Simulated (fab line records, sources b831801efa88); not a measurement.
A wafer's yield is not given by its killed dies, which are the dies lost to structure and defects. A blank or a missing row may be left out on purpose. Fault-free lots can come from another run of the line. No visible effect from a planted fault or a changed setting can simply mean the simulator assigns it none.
A struck lot beside a sound one :: flow gf180mcu :: 27 out of 602 route steps
Sound: wafers L715.4, L715.5, L715.6. The struck wafers were L714.3, L714.4, L714.6. The cause is given at the end.
Order at every step that has rows: each side's tool, ch and its chambers, its first start. Under that, the readings that differ: sound wafers :: struck wafers :: difference of the means :: sigmas: that difference in standard deviations of wafers without a fault.
alike: words and numbers the same on both sides, and readings whose means are apart by under 2 such deviations; not compared: readings that were withheld, readings missing a value for some wafer, numbers with overlapping values and no deviation given by the record, and bounds like >300 which may hide the same value.
A row with sigmas, a row that says differs or no value, or rows on one side alone: a step with any of these is where the two part. Numbers that have no deviation but don't overlap get no sigmas and don't part them. A reading missing from all wafers of one side parts the sides only when that side holds two or more wafers.

GF_DNWELL_STRIP_08: strips in O2/N2.
  sound on plasma_asher-01 ch 0,1, day 7 11:30; struck on plasma_asher-02 ch 0,1, day 7 05:31
  alike: chamber_pressure_mTorr, drypump_motor_current_A, heater_power_w, oes_product_au, strip_time_to_endpoint_s
  not compared: rf_hours_counter_h
GF_DNWELL_TW_MEAS_09:
  sound on film_metro-01, day 7 11:36; struck on film_metro-02, day 7 05:35
  alike: DNWELL_TW
then, 7 steps without rows for these wafers: GF_NWELL_DEHYDRATE_00 (time 60 s); GF_NWELL_HMDS_01 (prime time 60 s); GF_NWELL_COAT_02 (resist thk 3000 nm); GF_NWELL_SOFTBAKE_03; GF_NWELL_EXPOSE_04 (exposes mask Nwell, target cd 860 nm); GF_NWELL_PEB_05; GF_NWELL_DEVELOP_06 (develop time 60 s).
GF_NWELL_OVL_MEAS_07:
  sound on overlay-01, day 8 03:14; struck on overlay-02, day 7 21:13
  alike: NWELL_OVL
then, 2 steps without rows for these wafers: GF_NWELL_IMPLANT_08; GF_NWELL_IMPLANT_09.
GF_NWELL_STRIP_10: strips in O2/N2.
  sound on plasma_asher-02 ch 0,1, day 8 03:35; struck on plasma_asher-04 ch 0,1, day 7 21:35
  no value came back on the struck wafers for any of 5 readings (chamber_pressure_mTorr (mTorr), drypump_motor_current_A (A) and others); on the sound wafers chamber_pressure_mTorr (mTorr) reads 1498.2 1499.5 1500.4
reading: model.coat_of_NWELL_COAT_02.thk_nm (nm)
sound: 0 0 0
struck: 2998 2997 3002
difference: +2999
sigmas: 
  not compared: rf_hours_counter_h
GF_NWELL_TW_MEAS_11:
  sound on film_metro-02, day 8 03:41; struck on film_metro-01, day 7 21:40
  alike: NWELL_TW
then, 7 steps without rows for these wafers: GF_LVPWELL_DEHYDRATE_00 (time 60 s); GF_LVPWELL_HMDS_01 (prime time 60 s); GF_LVPWELL_COAT_02 (resist thk 3000 nm); GF_LVPWELL_SOFTBAKE_03; GF_LVPWELL_EXPOSE_04 (exposes mask LVPWELL, target cd 600 nm); GF_LVPWELL_PEB_05; GF_LVPWELL_DEVELOP_06 (develop time 60 s).
GF_LVPWELL_OVL_MEAS_07:
  sound on overlay-01, day 8 20:10; struck on overlay-02, day 8 14:41
  alike: LVPWELL_OVL
then, 2 steps without rows for these wafers: GF_LVPWELL_IMPLANT_08; GF_LVPWELL_IMPLANT_09.
GF_LVPWELL_STRIP_10: strips in O2/N2.
  sound on plasma_asher-01 ch 0,1, day 8 20:32; struck on plasma_asher-04 ch 0,1, day 8 15:02
reading: oes_product_au (a.u.)
sound: 0.726 0.722 0.728
struck: 0.737 0.739 0.736
difference: +0.012
sigmas: +3

reading: strip_time_to_endpoint_s (s)
sound: 37.03 36.78 37.01
struck: 81.36 81.21 81.29
difference: +44.35
sigmas: +99 or more
  alike: chamber_pressure_mTorr, drypump_motor_current_A, heater_power_w
  not compared: rf_hours_counter_h
GF_LVPWELL_TW_MEAS_11:
  sound on film_metro-03, day 8 20:37; struck on film_metro-03, day 8 15:08
reading: LVPWELL_TW
sound: 557.3 555.1 556.1
struck: 29.6 29.8 29.7
difference: -526.5
sigmas: -99 or more
then, 1 step without rows for these wafers: GF_MVSD_DEHYDRATE_00 (time 60 s).

WHERE THEY PART
At GF_NWELL_STRIP_10 first; at GF_LVPWELL_TW_MEAS_11 last (within this record only).

WHY: what had been put in by the simulator
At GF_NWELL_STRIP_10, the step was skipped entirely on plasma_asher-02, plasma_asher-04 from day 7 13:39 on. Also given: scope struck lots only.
